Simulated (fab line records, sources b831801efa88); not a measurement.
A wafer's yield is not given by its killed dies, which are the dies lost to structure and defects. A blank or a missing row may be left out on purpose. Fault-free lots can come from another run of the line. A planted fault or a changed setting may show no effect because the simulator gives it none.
A struck lot beside a sound one / flow gf180mcu / 15 out of 602 route steps
Sound: these wafers, L459.2, L459.3, L459.5. Struck: wafer L470.2. (L470.1, L470.3 of the same lot were not struck and are left out.) The cause comes at the end.
Order at every step that has rows: each side's tool, ch and its chambers, its first start. Under that, the readings that differ: sound wafers / struck wafers / difference of the means / sigmas: that difference in standard deviations of wafers without a fault.
alike: same words and numbers on both sides, and readings whose means sit less than 2 such deviations apart. not compared: any withheld reading, any reading some wafer has no value for, any bound like >300 that may hide the same value, and any number with overlapping values for which the record gives no deviation.
A row with sigmas, a row that says differs or no value, or rows on one side alone: a step with any of these is where the two part. When numbers do not overlap yet have no deviation, they are printed without sigmas and do not part them. A reading that every wafer of one side lacks parts them only if that side has two wafers or more.

GF_M3_SPUTTER_04: material TiN, target thk 50 nm, time 41.7 s.
  sound on pvd_sputter-03, day 21 12:19; struck on pvd_sputter-02, day 26 03:59
reading=chamber_pressure_pa (Pa); sound=0.4011 0.4012 0.4001; struck=0.3987; difference=-0.0021; sigmas=-3
  alike: throttle_valve_pct
GF_M3_RS_MEAS_05: uses a four-point probe to measure.
  sound on film_metro-01, day 21 12:22; struck on film_metro-04, day 26 04:02
  alike: M3_ALCU_RS
GF_M3_THK_MEAS_06: measures by xrf.
  sound on film_metro-01, day 21 12:29; struck on film_metro-04, day 26 04:09
  alike: M3_ALCU_THK
then, 7 steps without rows for these wafers: GF_M3_DEHYDRATE_07 (time 60 s); GF_M3_HMDS_08 (prime time 60 s); GF_M3_COAT_09 (resist thk 1000 nm); GF_M3_SOFTBAKE_10 (time 60 s); GF_M3_EXPOSE_11 (exposes mask Metal3, target cd 280 nm); GF_M3_PEB_12 (peb time 90 s); GF_M3_DEVELOP_13 (develop time 60 s).
GF_M3_CD_MEAS_14: the cd target is 280 nm.
  sound on cd_sem-02, day 22 11:29; struck on cd_sem-01, day 27 00:37
  alike: cd_nm
GF_M3_OVL_MEAS_15:
  sound on overlay-01, day 22 11:36; struck on overlay-01, day 27 00:44
  alike: M3_OVL
GF_M3_METAL_ETCH_16: etches the open film in Cl2/BCl3, stops on SiO2, target depth 750.8 nm, time 125.1 s.
  sound on rie_metal-04 ch 0,1, day 22 11:38; struck on rie_metal-04 ch 0, day 27 00:47
reading=bias_w (W); sound=138.9 140.1 140.0; struck=174.3; difference=+34.6; sigmas=+87
reading=throttle_valve_pct (%); sound=28.237 28.221 28.233; struck=28.206; difference=-0.024; sigmas=-3
reading=model.KrF_of_M3_COAT_09.thk_nm (nm); sound=689.1 689.5 694; struck=669.1; difference=-21.8; sigmas=
  alike: bcl3_flow_sccm, drypump_motor_current_A, oes_product_au
  not compared: rf_hours_counter_h
GF_M3_STRIP_17: strips in O2/N2.
  sound on plasma_asher-02 ch 0,1, day 22 11:46; struck on plasma_asher-01 ch 1, day 27 00:55
reading=strip_time_to_endpoint_s (s); sound=7.44 7.44 7.47; struck=7.23; difference=-0.22; sigmas=-5
  alike: drypump_motor_current_A, heater_power_w, n2_flow_sccm, oes_product_au
  not compared: rf_hours_counter_h
then, 1 step without rows for these wafers: GF_M3_STRIP_18 (strips in post etch residue remover, time 1200 s).

## WHERE THEY PART
First at GF_M3_SPUTTER_04; last, within this record, at GF_M3_STRIP_17.

WHY: what the simulator had put in
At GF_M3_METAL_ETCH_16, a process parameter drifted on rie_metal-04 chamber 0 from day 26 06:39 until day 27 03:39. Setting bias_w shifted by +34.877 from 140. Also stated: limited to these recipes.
